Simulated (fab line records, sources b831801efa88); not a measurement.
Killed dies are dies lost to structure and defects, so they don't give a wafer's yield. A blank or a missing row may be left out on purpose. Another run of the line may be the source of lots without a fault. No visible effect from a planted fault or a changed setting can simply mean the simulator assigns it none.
A single fault, viewed from 2 desks -- flow gf180mcu -- numbers are kept per desk, each desk with only its own; the story behind them comes last

AT THE TOOL OWNER'S DESK: ilineStepper-01
The tool's own readings at GF_HV_LDD_EXPOSE_16 (exposes mask Pplus LV AREA, target cd 400 nm): means of the sampled wafers that have a number, for each lot that ran on this tool. If a lot's mean is further than 4 standard deviations from the usual mean, the lot is out of limits and carries the mark OUT (the distance appears in the brackets).
Columns: A = exposureDoseMJCm2 at GF_HV_LDD_EXPOSE_16, usual 140.01
lot,first seen here,A
L592,day 10 05:00,139.94
L595,day 11 06:33,140.00
L602,day 13 11:13,126.80 (-88) OUT
L603,day 13 23:55,126.83 (-88) OUT
L604,day 14 06:22,126.77 (-88) OUT
L606,day 15 00:50,126.74 (-88) OUT
This desk's finding: out of limits on L602, L603, L604, L606; first on L602, day 13 11:13 (exposureDoseMJCm2 at GF_HV_LDD_EXPOSE_16). Within limits: L592, L595.

METROLOGY DESK
What the gauges read for every lot (on any tool): the sampled wafers with a number, averaged. If a lot's mean is further than 4 standard deviations from the usual mean, the lot is out of limits and carries the mark OUT (the distance appears in the brackets).
Columns: A = cdNm at GF_HV_LDD_CD_MEAS_19, usual 399.7 nm
lot,first seen here,A
L592,day 10 14:04,404.5
L593,day 11 02:39,399.4
L594,day 11 07:22,401.9
L595,day 11 16:01,399.0
L596,day 12 07:48,402.5
L602,day 13 21:01,372.5 (-11) OUT
L603,day 14 09:50,372.6 (-11) OUT
L604,day 14 16:16,370.8 (-12) OUT
L606,day 15 11:42,365.6 (-14) OUT
L609,day 16 05:13,402.7
L611,day 16 21:10,399.2
L613,day 17 10:01,400.1
This desk's finding: out of limits on L602, L603, L604, L606; first on L602, day 13 21:01 (cdNm at GF_HV_LDD_CD_MEAS_19). Within limits: L592, L593, L594, L595, L596, L609, L611, L613.

BROUGHT TOGETHER
The tool owner's desk could have raised an alarm at day 13 11:13, on L602, L603, L604, L606.
On L602, L603, L604, L606, the metrology desk was in a position to raise an alarm at day 13 21:01.
Every lot named ran GF_HV_LDD_EXPOSE_16 on ilineStepper-01.

WHAT HAD BEEN PUT IN BY THE SIMULATOR
Drift in process parameters on ilineStepper-01 at GF_HV_LDD_EXPOSE_16, starting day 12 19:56. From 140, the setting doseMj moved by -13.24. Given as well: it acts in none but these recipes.
Shown lots that were struck: L602, L603, L604, L606.
Counting hours from when the fault started, the first reading out of limits came at 15 for the tool owner's desk and at 25 for the metrology desk.
